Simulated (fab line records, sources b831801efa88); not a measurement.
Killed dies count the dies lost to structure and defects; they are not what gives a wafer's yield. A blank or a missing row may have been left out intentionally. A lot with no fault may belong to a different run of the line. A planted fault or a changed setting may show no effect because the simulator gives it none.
Which of the tools did it? ; flow sfq_line ; Sampling: 14 lots, 42 wafers, 2 of 325 route steps

== WHAT EACH GAUGE READ, for each wafer ==
No reading from a measuring or inspecting step in the record can be judged against a usual standard deviation.

== WHAT TOOL EACH LOT RAN ON (gives the tool, then ch and the chambers of the sampled wafers, and finally the start) ==
lot;SFQ_TRILAYER_M0_LITHO_PEB_024;SFQ_TRILAYER_I7_VIA_STRIP_STRIP_191
L610;litho_track-04 ch 0, day 10 23:34;rie_metal-02 ch 0,1, day 78 15:44
L612;litho_track-04 ch 0, day 11 13:58;rie_metal-01 ch 0, day 83 20:27
L614;litho_track-02 ch 0, day 12 15:08;rie_metal-01 ch 0,1, day 84 17:39
L616;litho_track-03 ch 0, day 13 05:29;rie_metal-04 ch 0,1, day 85 19:33
L618;litho_track-02 ch 0, day 13 17:32;rie_metal-01 ch 0,1, day 85 23:21
L619;litho_track-04 ch 0, day 13 23:22;rie_metal-02 ch 0,1, day 86 00:33
L620;litho_track-02 ch 0, day 14 04:08;rie_metal-04 ch 0,1, day 86 01:45
L621;litho_track-03 ch 0, day 14 07:44;rie_metal-02 ch 0,1, day 86 04:09
L622;litho_track-04 ch 0, day 14 12:32;rie_metal-02 ch 0,1, day 86 07:45
L623;litho_track-04 ch 0, day 14 14:55;rie_metal-04 ch 0,1, day 86 08:45
L626;litho_track-04 ch 0, day 16 13:44;rie_metal-04 ch 0,1, day 87 22:56
L627;litho_track-04 ch 0, day 17 02:55;rie_metal-04 ch 0,1, day 88 01:08
L628;litho_track-03 ch 0, day 17 13:46;rie_metal-01 ch 0,1, day 88 02:32
L633;litho_track-02 ch 0, day 20 02:08;rie_metal-01 ch 1, day 88 10:44
- SFQ_TRILAYER_M0_LITHO_PEB_024: peb time 60 s.
- SFQ_TRILAYER_I7_VIA_STRIP_STRIP_191: strips in O2.

== AS READ BY THE TOOLS THEMSELVES (means over the sampled wafers that have a number; for cases with no such wafer, the mark the record gives instead) ==
SFQ_TRILAYER_M0_LITHO_PEB_024.
lot;tool;heater_power_total_W (W)
L610;litho_track-04;79.11
L612;litho_track-04;79.11
L614;litho_track-02;79.19
L616;litho_track-03;79.14
L618;litho_track-02;79.11
L619;litho_track-04;79.12
L620;litho_track-02;79.10
L621;litho_track-03;79.13
L622;litho_track-04;79.21
L623;litho_track-04;79.16
L626;litho_track-04;83.81
L627;litho_track-04;81.46
L628;litho_track-03;79.13
L633;litho_track-02;79.11

SFQ_TRILAYER_I7_VIA_STRIP_STRIP_191.
lot;tool;chamber_pressure_mTorr (mTorr);drypump_motor_current_A (A);oes_product_au (a.u.)
L610;rie_metal-02;49.97;5.9;0.990
L612;rie_metal-01;50.00;5.4;0.989
L614;rie_metal-01;49.94;5.5;0.997
L616;rie_metal-04;50.02;6.6;1.000
L618;rie_metal-01;50.01;5.5;1.003
L619;rie_metal-02;50.02;5.7;1.005
L620;rie_metal-04;50.00;6.6;0.999
L621;rie_metal-02;49.98;5.7;1.000
L622;rie_metal-02;50.04;5.7;0.996
L623;rie_metal-04;50.02;6.5;1.000
L626;rie_metal-04;49.97;6.6;0.996
L627;rie_metal-04;50.01;6.6;1.005
L628;rie_metal-01;50.03;5.5;1.001
L633;rie_metal-01;50.03;5.6;0.991

== THE ANSWER, worked out from the rows above alone ==
Rule: the lots themselves supply what counts as usual. The widest of any qualifying gaps counts: lots, ordered by their means at a reading, are off when they make up no more than a third of the lots, leave a main group of 4 or more, and stand apart from it by 3 or more times the standard deviation of that group's means. A main group whose means are all the same, to the digits that the tables above print for the reading, isn't used. Also off: a lot with no number at a reading for which 4 or more lots have one. Where the step has rows for the other lots, those lots are counted as sound. First the gauges in route order, then the tools' own readings, where a lot's mean is used as printed above. At the first step where some lot is off, the reading lying furthest off is the one used; lots without a number count as furthest.
Off at SFQ_TRILAYER_M0_LITHO_PEB_024 (heater_power_total_W): L626, L627. The main group: mean 79.13 W, standard deviation 0.033.
If a tool, at that step or one of the process steps before it, ran each lot that is off and ran no sound lot following the first of them, it fits. One fits: SFQ_TRILAYER_M0_LITHO_PEB_024 on litho_track-04. Its last sound lot is L623 (day 14 14:55), its first lot that is off L626 (day 16 13:44): a fault that began between those two fits.
On the lots that are off, the tool's own readings at SFQ_TRILAYER_M0_LITHO_PEB_024 differ by more than 5 times the standard deviation of the sound lots' means, which bears it out; heater_power_total_W reads 82.63 W there versus 79.13 W on the sound lots.

== WHAT THE SIMULATOR HAD INSERTED ==
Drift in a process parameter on litho_track-04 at SFQ_TRILAYER_M0_LITHO_PEB_024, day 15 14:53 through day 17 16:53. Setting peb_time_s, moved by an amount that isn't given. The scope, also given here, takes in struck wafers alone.
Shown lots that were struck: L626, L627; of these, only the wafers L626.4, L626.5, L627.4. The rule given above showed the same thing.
